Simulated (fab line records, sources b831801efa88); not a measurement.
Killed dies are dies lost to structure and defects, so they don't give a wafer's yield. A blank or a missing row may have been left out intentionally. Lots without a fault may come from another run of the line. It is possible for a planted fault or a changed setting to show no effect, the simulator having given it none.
Matching of chambers + flow gf180mcu + GF_V5_ETCH_16 on rie diel-01 has 4 sister chambers
The step etches BARC in N2/H2. 7 wafers are shown with their chamber, then 7 later ones without.

WAFERS, EACH WITH ITS CHAMBER
| wafer  | chamber | drypump motor current A (A) | oes product au (a.u.) |
|--------|---------|-----------------------------|-----------------------|
| L766.2 | 2       | 5.9                         | 0.861                 |
| L772.2 | 2       | 5.8                         | 0.852                 |
| L774.1 | 3       | 6.0                         | 0.853                 |
| L774.5 | 0       | 5.8                         | 0.847                 |
| L774.6 | 1       | 5.9                         | 0.853                 |
| L779.1 | 1       | 5.9                         | 0.851                 |
| L779.2 | 3       | 6.0                         | 0.857                 |

WAFERS MISSING THEIR CHAMBER
| wafer  | drypump motor current A (A) | oes product au (a.u.) |
|--------|-----------------------------|-----------------------|
| L779.3 | 5.9                         | 0.852                 |
| L781.1 | 6.0                         | 0.851                 |
| L781.3 | 5.8                         | 0.850                 |
| L781.5 | 5.8                         | 0.855                 |
| L782.1 | 5.8                         | 0.858                 |
| L782.2 | 6.0                         | 0.858                 |
| L782.3 | 5.9                         | 0.856                 |

EACH ONE'S CHAMBER
| wafer  | from the rows above          | in truth |
|--------|------------------------------|----------|
| L779.3 | can't be placed: 1 or 2      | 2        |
| L781.1 | can't be placed: 3 or 1      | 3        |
| L781.3 | can't be placed: 0 or 2 or 1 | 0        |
| L781.5 | can't be placed: 2 or 0 or 1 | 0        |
| L782.1 | can't be placed: 2 or 0 or 1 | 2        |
| L782.2 | 3                            | 3        |
| L782.3 | can't be placed: 1 or 2 or 3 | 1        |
Correctly placed: 1 of 7. Cannot be placed on the basis of these rows: 6; the candidates contain the true chamber in 6. Wrongly placed: 0.
How it was worked out, from the rows above alone: a wafer's distance from a chamber is the root of the sum, over the readings, of the square of ((its reading less the chamber's mean) divided by the reading's scatter). If the next closest chamber is less than 2 further off than the closest, the wafer can't be placed; otherwise it belongs to the closest. A chamber's mean is the mean of its shown wafers. The scatter: the root of (the sum of the squares of (reading less its chamber's mean) over the shown wafers, divided by (wafers less chambers)).
